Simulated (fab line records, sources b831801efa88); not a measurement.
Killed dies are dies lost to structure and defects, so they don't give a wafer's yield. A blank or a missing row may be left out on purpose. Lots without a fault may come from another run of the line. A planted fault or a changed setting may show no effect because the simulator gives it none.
A struck lot beside a sound one | flow gf180mcu | 14 steps out of a route of 602
Sound: wafers L362.4, L362.5, L362.6. Struck: wafers L379.1, L379.2, L379.5. The cause comes at the end.
At each step with rows: each side's tool, then ch and its chambers, then its first start. Under that, the readings that differ: sound wafers | struck wafers | difference of the means | sigmas: that difference in standard deviations of wafers without a fault.
alike: readings whose means differ by less than 2 such deviations, and words and numbers that are the same on both sides. not compared: withheld readings, readings that some wafer has no value for, bounds like >300 that may hide the same value, and numbers for which the record gives no deviation and whose values overlap.
The two part at a step that has a row with sigmas, a row that says differs or no value, or rows on one side only. Numbers that don't overlap but have no deviation are shown without sigmas and don't part them. A reading that every wafer of one side lacks parts them only if that side has two wafers or more.

first, 2 steps without rows for these wafers: GF_M5_CLEAN_13 (cleans in DIW); GF_V5_CVD_00 (deposits SiO2, target thk 300 nm, time 50 s).
GF_V5_THK_MEAS_01:
  sound on film_metro-04, day 27 11:02; struck on film_metro-04, day 32 08:40
  alike: V5_CVD_00_THK
GF_V5_CVD_02: deposits SiO2 from TEOS, target thk 1450 nm, time 163.28 s.
  sound on pecvd-04 ch 0,1,2, day 27 11:07; struck on pecvd-02 ch 0,1, day 32 08:43
  alike: heater_power_w
GF_V5_THK_MEAS_03:
  sound on film_metro-01, day 27 11:11; struck on film_metro-04, day 32 08:50
  alike: V5_CVD_02_THK
GF_V5_CMP_04: polishes SiO2.
  sound on cmp-02 ch 0,1,2, day 27 11:22; struck on cmp-01 ch 0,1, day 32 09:10
  alike: motor_current_A, platen_rpm, slurry_flow_ml_min
GF_V5_BOW_MEAS_05:
  sound on film_metro-04, day 27 11:35; struck on film_metro-01, day 32 09:28
  alike: V5_BOW
then, 5 steps without rows for these wafers: GF_V5_DEHYDRATE_06 (time 60 s); GF_V5_HMDS_07 (prime time 60 s); GF_V5_COAT_08; GF_V5_COAT_09 (resist thk 1000 nm); GF_V5_SOFTBAKE_10 (time 60 s).
GF_V5_EXPOSE_11: exposes mask Via5, target cd 260 nm.
  sound on krf_scanner-02 ch 0, day 27 21:26; struck on krf_scanner-01, day 32 18:27
  no value came back on the struck wafers for exposure_dose_mJ_cm2, focus_offset_nm (nm); on the sound wafers exposure_dose_mJ_cm2 reads 37.98 38.00 38.03
  alike: mask
then, 1 step without rows for these wafers: GF_V5_PEB_12 (peb time 90 s).

WHERE THEY PART
Only at GF_V5_EXPOSE_11, within this record.

WHY: what the simulator had put in
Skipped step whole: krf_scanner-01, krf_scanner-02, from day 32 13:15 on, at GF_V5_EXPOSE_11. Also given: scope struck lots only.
